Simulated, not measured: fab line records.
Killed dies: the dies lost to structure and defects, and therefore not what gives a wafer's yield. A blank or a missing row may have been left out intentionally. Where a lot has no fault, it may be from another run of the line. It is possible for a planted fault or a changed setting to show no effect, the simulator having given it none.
Code-filled problem report in 8D (eight disciplines) form | flow gf180mcu | the parts of the form that need people (team, actions taken, sign-off) are left out

## 1. WHAT WENT WRONG
headPressurePsi at GF_CONTACT_CMP_27 reads a mean of 3.625 psi on 2 wafers of 2 lots; wafers without a fault read 3.500 psi with a standard deviation of 0.007. Measured from the usual mean, that is +18 standard deviations.
The step: polishes, stops on SiO2, t overpolish 15 s, target thk 0 nm.
First seen on wafer L731.2, day 20 04:11, on cmp-02. The record has a number at this step for 30 wafers belonging to 10 lots. Rule for "out" (also "out of limits"): further than 4 standard deviations from the usual mean. Any other wafer with a number is counted as sound.

## 2. WHAT IT IS, AND WHAT IT ISN'T
question                    | is                | is not
which readings at this step | headPressurePsi   | edgeZonePressureFrac, motorCurrentA, overpolishRunS, timeToEndpointS
which lots                  | L731, L733        | L720, L721, L722, L723, L734, L735, L737, L743
which wafers of those lots  | L731.2, L733.5    | L731.4, L731.6, L733.2, L733.3
read on which tools         | cmp-02            | cmp-01
when                        | from day 20 04:11 | up to then (14 sound wafers); but 14 sound wafers of L733, L734, L735, L737, L743 came after

## 3. WHAT RULES OUT EACH SUSPECT
Counting: any tool at a process step up to the reading remains a suspect provided it ran every lot that is out. Sound lots after the first of them don't rule it out here, since some wafers of a struck lot are sound.
- cmp-02 at GF_CONTACT_CMP_27 (polishes, stops on SiO2, t overpolish 15 s, target thk 0 nm): kept. Every lot that is out went through it, the first being L731 (day 20 04:11); the last sound lot it ran before that was L723 (day 17 15:59). On those wafers its own readings are out: headPressurePsi.
- At GF_CONTACT_CMP_27, inside cmp-02: chamber 2 took the wafers that are out, while their sound lot-mates went through chambers 0, 1, 3.
The count leaves cmp-02 at GF_CONTACT_CMP_27.

## 4. THE CAUSE (what the simulator had put in)
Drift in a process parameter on cmp-02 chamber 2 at GF_CONTACT_CMP_27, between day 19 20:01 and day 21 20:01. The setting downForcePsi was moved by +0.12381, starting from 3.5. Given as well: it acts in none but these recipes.
After counting, this tool was the only one left.

## 5. THE CHAIN OF EFFECTS, in route order
One row per reading whose mean, taken over the struck wafers that have a number, lies over 3 standard deviations from the usual. Only readings whose record carries a usual standard deviation are examined. hours: median over the lots of the time between each lot's start at the first step of this table that gives one and its start at this step. sigmas: the change, counted in usual standard deviations.
hours | step              | reading         | usual     | on struck wafers | change | sigmas
0     | GF_CONTACT_CMP_27 | headPressurePsi | 3.500 psi | 3.625            | +0.125 | +18
Process steps it contains:
- GF_CONTACT_CMP_27: polishes, stops on SiO2, t overpolish 15 s, target thk 0 nm.
At these later measuring or inspecting steps, every struck wafer for which the step has a row has a number for every such reading, and none has moved that far: GF_M1_THK_MEAS_06.

## 6. HOW IT WOULD HAVE BEEN CAUGHT EARLIER
8 hours passed between the start of the fault at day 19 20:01 and the first reading out of limits in this record, taken at day 20 04:11.
